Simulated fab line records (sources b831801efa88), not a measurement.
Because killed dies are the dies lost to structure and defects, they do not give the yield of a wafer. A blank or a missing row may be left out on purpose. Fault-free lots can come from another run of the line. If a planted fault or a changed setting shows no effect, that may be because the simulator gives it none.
2 desks, one fault || flow gf180mcu || every desk sees just its own numbers, and what lay behind them comes last

== TOOL OWNER'S DESK, pecvd-01 ==
The tool's own readings at GF_V1_CVD_02 (deposits SiO2 from TEOS, target thk 850 nm, time 94.851 s): means of the sampled wafers that have a number, for each lot that ran on this tool. Any lot whose mean is over 4 standard deviations away from the usual mean is out of limits and marked OUT; that distance is given in the brackets.
Columns: A = heater_power_w at GF_V1_CVD_02, usual 649 W; B = run_length_s at GF_V1_CVD_02, usual 122.8 s; C = susceptor_temp_C at GF_V1_CVD_02, usual 399.99 C
{"lot": "L315", "first seen here": "day 18 20:56", "A": 658, "B": 122.8, "C": 399.94}
{"lot": "L317", "first seen here": "day 19 15:49", "A": 673, "B": 122.6, "C": 400.02}
{"lot": "L319", "first seen here": "day 20 11:47", "A": 693, "B": "137.6 (+26) OUT", "C": 399.96}
{"lot": "L321", "first seen here": "day 21 07:35", "A": 670, "B": "137.4 (+26) OUT", "C": 399.87}
{"lot": "L330", "first seen here": "day 24 03:40", "A": 650, "B": 122.6, "C": 400.04}
{"lot": "L332", "first seen here": "day 24 20:31", "A": 679, "B": 122.6, "C": 399.81}
Finding of this desk: L319, L321 out of limits; the first was L319 at day 20 11:47, on run_length_s at GF_V1_CVD_02. In limits: L315, L317, L330, L332.

== THE METROLOGY DESK ==
What the gauges read, lot by lot, whatever tool the lot ran on: means of the sampled wafers that have a number. Any lot whose mean is over 4 standard deviations away from the usual mean is out of limits and marked OUT; that distance is given in the brackets.
Columns: A = V1_CVD_02_THK at GF_V1_THK_MEAS_03, usual 850 nm; B = V1_OVL at GF_V1_OVL_MEAS_15, usual -3 nm
{"lot": "L311", "first seen here": "day 17 10:10", "A": 851, "B": 3}
{"lot": "L315", "first seen here": "day 18 21:01", "A": 841, "B": -5}
{"lot": "L317", "first seen here": "day 19 15:53", "A": 852, "B": 3}
{"lot": "L316", "first seen here": "day 19 17:51", "A": 834, "B": -2}
{"lot": "L319", "first seen here": "day 20 11:53", "A": "972 (+10) OUT", "B": -2}
{"lot": "L321", "first seen here": "day 21 07:40", "A": "983 (+11) OUT", "B": -2}
{"lot": "L325", "first seen here": "day 22 15:22", "A": 835, "B": -1}
{"lot": "L329", "first seen here": "day 23 22:29", "A": 856, "B": -7}
{"lot": "L330", "first seen here": "day 24 03:44", "A": 856, "B": -6}
{"lot": "L332", "first seen here": "day 24 20:36", "A": 856, "B": -5}
{"lot": "L333", "first seen here": "day 25 13:02", "A": 839, "B": -6}
This desk finds L319, L321 out of limits, with the earliest case on L319 at day 20 11:53 (V1_CVD_02_THK at GF_V1_THK_MEAS_03). In limits: L311, L315, L317, L316, L325, L329, L330, L332, L333.

== BROUGHT TOGETHER ==
The tool owner's desk could have raised an alarm at day 20 11:47, on L319, L321.
An alarm was possible from the metrology desk at day 20 11:53, on L319, L321.
The lots listed all ran GF_V1_CVD_02 on pecvd-01.

== WHAT THE SIMULATOR HAD INSERTED ==
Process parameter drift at GF_V1_CVD_02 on pecvd-01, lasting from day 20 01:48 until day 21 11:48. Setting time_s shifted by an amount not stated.
Shown lots that were struck: L319, L321.
Hours from the fault's start to each desk's first reading out of limits: the tool owner's desk, 10; the metrology desk, 10.
